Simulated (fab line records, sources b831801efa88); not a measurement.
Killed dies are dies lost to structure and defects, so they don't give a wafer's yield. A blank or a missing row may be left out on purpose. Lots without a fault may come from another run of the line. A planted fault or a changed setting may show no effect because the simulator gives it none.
Problem report in the 8D (eight disciplines) form, filled by code | flow gf180mcu | the parts of the form that need people (team, actions taken, sign-off) are left out

1. THE PROBLEM
dose_ions_cm2 at GF_PSD_IMPLANT_09 reads a mean of 1.5523e+15 on 6 wafers of 2 lots; wafers without a fault read 1.4996e+15 with a standard deviation of 1.5e+12. That is +35 standard deviations from the usual mean.
First seen on wafer L837.1, day 16 06:07, on implanter-01. The record holds 33 wafers of 11 lots with a number at this step. Rule for "out", or "out of limits": more than 4 standard deviations from the usual mean. The other wafers with a number count as sound.

2. WHAT IT IS AND WHAT IT IS NOT
question                    | is                     | is not
which readings at this step | dose_ions_cm2          | tilt_deg
which lots                  | L837, L838             | L831, L832, L845, L847, L848, L849, L852, L853, L854
which wafers of those lots  | all that have a number | -
read on which tools         | implanter-01           | implanter-02, implanter-03
when                        | from day 16 06:07      | up to then (6 sound wafers); but 21 sound wafers of L845, L847, L848, L849, L852, L853, L854 came after

3. SUSPECTS, AND WHAT RULES EACH OUT
Counting: a tool at a process step up to the reading stays a suspect if it ran every lot that is out and no sound lot after the first of them.
- implanter-01 at GF_PSD_IMPLANT_09: ruled out as a lasting fault. Sound lots L848, L849, L852, L853, L854 ran on it after its first lot that is out, L837 (day 16 06:07).
Left after counting: nothing in the record.

4. THE CAUSE (what the simulator had put in)
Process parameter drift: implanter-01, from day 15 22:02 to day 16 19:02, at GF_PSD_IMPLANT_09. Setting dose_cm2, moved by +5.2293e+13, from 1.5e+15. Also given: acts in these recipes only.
Counting ruled it out, wrongly.

5. THE CHAIN OF EFFECTS, in route order
Each row: a reading whose mean over the struck wafers that have a number lies more than 3 standard deviations from the usual. Only readings for which the record gives a usual standard deviation are gone through. hours: the time from each lot's start at the first step in this table that gives one to its start at this step, as a median over the lots. sigmas: the change in usual standard deviations.
hours | step              | reading       | usual         | on struck wafers | change      | sigmas
0     | GF_PSD_IMPLANT_09 | dose_ions_cm2 | 1.4996e+15    | 1.5523e+15       | +5.2667e+13 | +35
1     | GF_PSD_RS_MEAS_15 | PSD_RS        | 108.63 ohm/sq | 107.87           | -0.76       | -3.2
The process steps in it:
- GF_PSD_IMPLANT_09
Later measuring or inspecting steps at which every struck wafer that the step has a row for has a number for every such reading, and none has moved that far: GF_V1_OVL_MEAS_15.

6. WHAT WOULD HAVE CAUGHT IT SOONER
In this record the first reading out of limits was taken at day 16 06:07, 8 hours after the fault began at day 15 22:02.
